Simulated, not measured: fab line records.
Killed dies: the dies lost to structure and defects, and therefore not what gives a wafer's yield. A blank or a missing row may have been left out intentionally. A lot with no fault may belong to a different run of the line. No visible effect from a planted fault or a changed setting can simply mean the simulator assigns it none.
Which of the tools did it?    flow sky130    13 lots, 39 wafers sampled, at 4 steps of a route of 708

== WHAT THE GAUGES READ, wafer by wafer ==
SKY_LOCAL_INTERCONNECT_CD_MEAS_11 targets a cd of 170 nm.
lot   measured      on         cd-nm (nm)
L924  day 30 05:01  cd-sem-02  169.6 168.8 170.9
L926  day 30 21:30  cd-sem-02  169.8 169.1 170.1
L927  day 31 01:37  cd-sem-02  169.6 170.9 169.8
L929  day 31 22:01  cd-sem-02  170.0 169.8 170.6
L931  day 33 05:50  cd-sem-01  171.1 170.7 170.2
L932  day 33 06:29  cd-sem-01  169.7 170.9 171.1
L933  day 33 15:41  cd-sem-01  169.1 169.8 169.8
L934  day 33 19:45  cd-sem-02  170.4 170.3 168.6
L936  day 34 23:41  cd-sem-01  166.9 169.3 169.4
L935  day 35 01:19  cd-sem-01  168.1 168.9 168.0
L938  day 35 14:09  cd-sem-02  170.7 168.3 170.8
L940  day 35 21:20  cd-sem-02  172.4 172.9 172.6
L946  day 37 09:13  cd-sem-02  169.9 169.3 170.6

SKY_METAL1_OVL_MEAS_16.
lot   measured      on          METAL1_OVL (nm)
L924  day 32 17:41  overlay-02  -3 -3 -3
L926  day 33 08:56  overlay-02  -10 1 -2
L927  day 33 13:41  overlay-02  -5 -8 -1
L929  day 34 09:54  overlay-02  -1 -5 -10
L931  day 35 14:38  overlay-01  -8 0 -5
L932  day 35 15:02  overlay-01  -2 -9 1
L933  day 35 23:26  overlay-01  1 1 -5
L934  day 36 03:32  overlay-01  -5 -4 -5
L936  day 37 07:59  overlay-01  -8 2 -3
L935  day 37 08:41  overlay-01  -2 -5 -1
L938  day 37 21:39  overlay-02  1 -5 -1
L940  day 38 05:14  overlay-02  3 5 7
L946  day 39 14:32  overlay-01  5 2 -1

== WHICH TOOL RAN EACH LOT (tool, then ch and the chambers of the sampled wafers, then the start) ==
lot   SKY_POLY_GATE_ETCH_16               SKY_METAL1_SPUTTER_02
L924  rie-diel-01 ch 0,1, day 16 03:51    pvd-sputter-02, day 31 14:01
L926  rie-diel-03 ch 1,2,3, day 16 18:16  pvd-sputter-04, day 32 04:14
L927  rie-diel-01 ch 0,1,2, day 17 02:10  pvd-sputter-02, day 32 08:35
L929  rie-diel-01 ch 0,2, day 17 19:34    pvd-sputter-04, day 33 05:43
L931  rie-diel-03 ch 1,2, day 19 05:01    pvd-sputter-03, day 34 12:14
L932  rie-diel-04 ch 0,1,2, day 19 05:22  pvd-sputter-03, day 34 12:58
L933  rie-diel-04 ch 1,3, day 19 16:27    pvd-sputter-04, day 34 21:08
L934  rie-diel-01 ch 0,1,3, day 19 19:55  pvd-sputter-04, day 35 01:04
L936  rie-diel-01 ch 0,1,3, day 21 08:25  pvd-sputter-02, day 36 05:02
L935  rie-diel-01 ch 1,3, day 21 09:36    pvd-sputter-03, day 36 06:11
L938  rie-diel-03 ch 1,2, day 21 23:27    pvd-sputter-03, day 36 19:23
L940  rie-diel-01 ch 0,1, day 22 08:34    pvd-sputter-02, day 37 02:57
L946  rie-diel-04 ch 1,2, day 24 04:09    pvd-sputter-03, day 38 13:56
- SKY_POLY_GATE_ETCH_16: etches Si3N4 in CH3F/O2, stops on poly-Si, time 147.5 s, target depth 75 nm.
- SKY_METAL1_SPUTTER_02: material AlCu, target thk 250 nm, time 13.3 s.

== WHAT THE TOOLS THEMSELVES READ (means of the sampled wafers that have a number; where no wafer has one, the mark that the record gives instead) ==
SKY_POLY_GATE_ETCH_16.
lot   tool         O2_flow_sccm (sccm)  drypump-motor-current-A (A)  oes-product-au (a.u.)  rf-fwd-power-W (W)  throttle-valve-pct (%)
L924  rie-diel-01  29.87                5.7                          0.644                  399.5               10.546
L926  rie-diel-03  29.97                5.9                          0.647                  398.4               10.529
L927  rie-diel-01  30.07                5.7                          0.647                  399.5               10.541
L929  rie-diel-01  30.03                5.7                          0.638                  399.0               10.542
L931  rie-diel-03  30.06                6.0                          0.646                  398.4               10.535
L932  rie-diel-04  30.04                6.1                          0.639                  398.7               10.527
L933  rie-diel-04  29.96                5.8                          0.642                  397.9               10.534
L934  rie-diel-01  29.99                5.6                          0.638                  399.2               10.531
L936  rie-diel-01  29.97                5.6                          0.638                  398.9               10.540
L935  rie-diel-01  30.05                5.3                          0.635                  400.1               10.542
L938  rie-diel-03  29.93                6.0                          0.642                  399.5               10.532
L940  rie-diel-01  30.09                6.0                          0.636                  357.1               10.528
L946  rie-diel-04  30.11                5.9                          0.639                  398.5               10.543

SKY_METAL1_SPUTTER_02.
lot   tool            throttle-valve-pct (%)
L924  pvd-sputter-02  29.6
L926  pvd-sputter-04  30.9
L927  pvd-sputter-02  29.5
L929  pvd-sputter-04  30.8
L931  pvd-sputter-03  29.3
L932  pvd-sputter-03  30.6
L933  pvd-sputter-04  30.7
L934  pvd-sputter-04  30.7
L936  pvd-sputter-02  29.9
L935  pvd-sputter-03  29.0
L938  pvd-sputter-03  29.5
L940  pvd-sputter-02  29.8
L946  pvd-sputter-03  28.3

== THE ANSWER, worked out from the rows above alone ==
Rule: usual is defined by the lots themselves. The widest of any qualifying gaps counts: lots, ordered by their means at a reading, are off when they make up no more than a third of the lots, leave a main group of 4 or more, and stand apart from it by 3 or more times the standard deviation of that group's means. A main group is skipped when, at the precision printed for the reading in the tables above, its means are all equal. A lot without any number at a reading at which 4 lots or more have one is off too. Where the step has rows for the other lots, those lots are counted as sound. Order of review: gauges by route order, followed by the tools' own readings, for which a lot's mean as printed above is used. At the first step where some lot is off, the reading lying furthest off is the one used; lots without a number count as furthest.
Off: L940 (SKY_POLY_GATE_ETCH_16, rf-fwd-power-W). Mean 399.0 W and standard deviation 0.6 in the main group.
A tool fits if, at that step or a process step before it, it ran every lot that is off, and no sound lot after the first of them. One candidate fits, namely rie-diel-01 at SKY_POLY_GATE_ETCH_16. A fault onset in the window from L935 (day 21 09:36, its last sound lot) to L940 (day 22 08:34, its first lot off) fits.
On the lots that are off, the tool's own readings at SKY_POLY_GATE_ETCH_16 differ by more than 5 times the standard deviation of the sound lots' means, which bears it out; rf-fwd-power-W reads 357.1 W there versus 399.0 W on the sound lots.

== WHAT THE SIMULATOR HAD INSERTED ==
rie-diel-01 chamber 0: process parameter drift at SKY_POLY_GATE_ETCH_16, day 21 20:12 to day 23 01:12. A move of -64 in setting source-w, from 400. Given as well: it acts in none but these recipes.
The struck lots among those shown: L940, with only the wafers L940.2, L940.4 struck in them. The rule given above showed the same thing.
